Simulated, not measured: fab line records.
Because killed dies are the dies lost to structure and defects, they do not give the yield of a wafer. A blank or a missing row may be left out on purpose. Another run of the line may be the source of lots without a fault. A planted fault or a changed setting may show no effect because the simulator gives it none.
A sampling plan put to the test -- flow gf180mcu -- 14 faults told of in these records, all on one fab line, each judged by the records of the lots it struck
The line's own looks make up the plan; these are the steps of the route where a gauge or inspection reads the wafer and leaves it unchanged. A look is open to judgement when struck wafers have a number at it and the file gives its usual mean and standard deviation on fault-free wafers. Caught: a look later than the fault's first step finds the struck wafers' mean 4 or more of those standard deviations (sigma) from the usual mean. On the tool: the identical test, applied to the tool's own readings at the steps of the fault. Also counted as caught: the struck wafers showing another recipe, or a record that is empty for them alone.

== THE FAULTS, as the simulator had put them in ==
1. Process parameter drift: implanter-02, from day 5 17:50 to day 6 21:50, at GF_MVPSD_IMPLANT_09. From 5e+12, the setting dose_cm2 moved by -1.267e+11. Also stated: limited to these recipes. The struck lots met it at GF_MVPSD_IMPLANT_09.
2. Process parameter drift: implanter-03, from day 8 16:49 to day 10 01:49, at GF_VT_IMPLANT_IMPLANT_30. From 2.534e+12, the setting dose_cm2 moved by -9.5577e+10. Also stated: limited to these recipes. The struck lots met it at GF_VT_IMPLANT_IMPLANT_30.
3. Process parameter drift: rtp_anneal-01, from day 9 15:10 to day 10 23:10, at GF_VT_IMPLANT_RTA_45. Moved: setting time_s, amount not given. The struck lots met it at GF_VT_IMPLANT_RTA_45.
4. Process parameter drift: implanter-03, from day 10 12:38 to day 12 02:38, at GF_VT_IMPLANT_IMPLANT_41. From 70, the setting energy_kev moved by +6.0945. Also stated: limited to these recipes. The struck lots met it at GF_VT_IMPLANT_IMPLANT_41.
5. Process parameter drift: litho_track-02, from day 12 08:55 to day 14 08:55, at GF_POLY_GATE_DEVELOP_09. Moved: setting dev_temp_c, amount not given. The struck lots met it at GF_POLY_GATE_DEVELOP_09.
6. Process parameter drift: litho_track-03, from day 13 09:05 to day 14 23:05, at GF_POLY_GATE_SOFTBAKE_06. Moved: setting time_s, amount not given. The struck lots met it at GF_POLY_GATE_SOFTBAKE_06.
7. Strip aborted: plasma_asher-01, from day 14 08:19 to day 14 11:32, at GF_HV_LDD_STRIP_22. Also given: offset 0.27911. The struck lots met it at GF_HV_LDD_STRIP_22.
8. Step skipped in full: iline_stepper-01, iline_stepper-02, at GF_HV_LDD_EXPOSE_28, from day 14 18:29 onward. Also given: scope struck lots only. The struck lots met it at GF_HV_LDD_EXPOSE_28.
9. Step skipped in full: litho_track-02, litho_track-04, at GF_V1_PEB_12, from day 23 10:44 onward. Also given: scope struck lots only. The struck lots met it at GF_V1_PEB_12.
10. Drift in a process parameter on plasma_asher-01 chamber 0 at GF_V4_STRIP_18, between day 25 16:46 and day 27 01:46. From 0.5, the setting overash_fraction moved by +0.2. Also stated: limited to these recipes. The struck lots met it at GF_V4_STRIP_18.
11. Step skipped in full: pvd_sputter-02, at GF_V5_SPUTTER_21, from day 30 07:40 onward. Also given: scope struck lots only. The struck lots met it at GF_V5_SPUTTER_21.
12. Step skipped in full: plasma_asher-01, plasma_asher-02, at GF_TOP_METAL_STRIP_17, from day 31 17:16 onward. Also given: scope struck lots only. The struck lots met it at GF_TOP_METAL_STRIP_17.
13. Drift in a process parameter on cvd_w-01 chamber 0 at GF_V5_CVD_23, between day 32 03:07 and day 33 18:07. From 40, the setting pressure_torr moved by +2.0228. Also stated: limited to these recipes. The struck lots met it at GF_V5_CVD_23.
14. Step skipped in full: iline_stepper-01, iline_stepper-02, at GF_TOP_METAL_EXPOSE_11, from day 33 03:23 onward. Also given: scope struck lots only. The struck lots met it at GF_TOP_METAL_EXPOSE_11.

== WHAT THE PLAN SAW ==
fault,on the tool itself,first look that catches it,"reading, sigma",median hours from its first step to that look,hours from the fault's start to the first struck lot there,judged looks passed uncaught
1,dose_ions_cm2 -23 sigma,no look after it can be judged,-,-,-,0
2,dose_ions_cm2 -33 sigma,no look after it can be judged,-,-,-,0
3,run_length_s +18 sigma,no look after it can be judged,-,-,-,0
4,beam_energy_keV +99 or beyond sigma,not the one look that can be judged after it,-,-,-,1
5,developer_temp_C -5.6 sigma,not the one look that can be judged after it,-,-,-,1
6,heater_power_total_W +31 sigma,no look after it can be judged,-,-,-,0
7,oes_product_au +43 sigma,no look after it can be judged,-,-,-,0
8,no reading that can be judged,not the one look that can be judged after it,-,-,-,1
9,the tool's record is blank for the struck wafers,no look after it can be judged,-,-,-,0
10,under 2 sigma,no look after it can be judged,-,-,-,0
11,the tool's record is blank for the struck wafers,no look after it can be judged,-,-,-,0
12,the tool's record is blank for the struck wafers,no look after it can be judged,-,-,-,0
13,chamber_pressure_Torr +26 sigma,no look after it can be judged,-,-,-,0
14,no reading that can be judged,no look after it can be judged,-,-,-,0
A dash: the fault isn't caught, or these records don't give the number.

Caught at a look: 0 of 14. Caught on the tool: 11 of 14. By one or the other: 11 of 14.
On the tool alone, faults 1, 2, 3, 4, 5, 6, 7, 9, 11, 12, 13 were caught.
Caught by neither: faults 8, 10, 14.
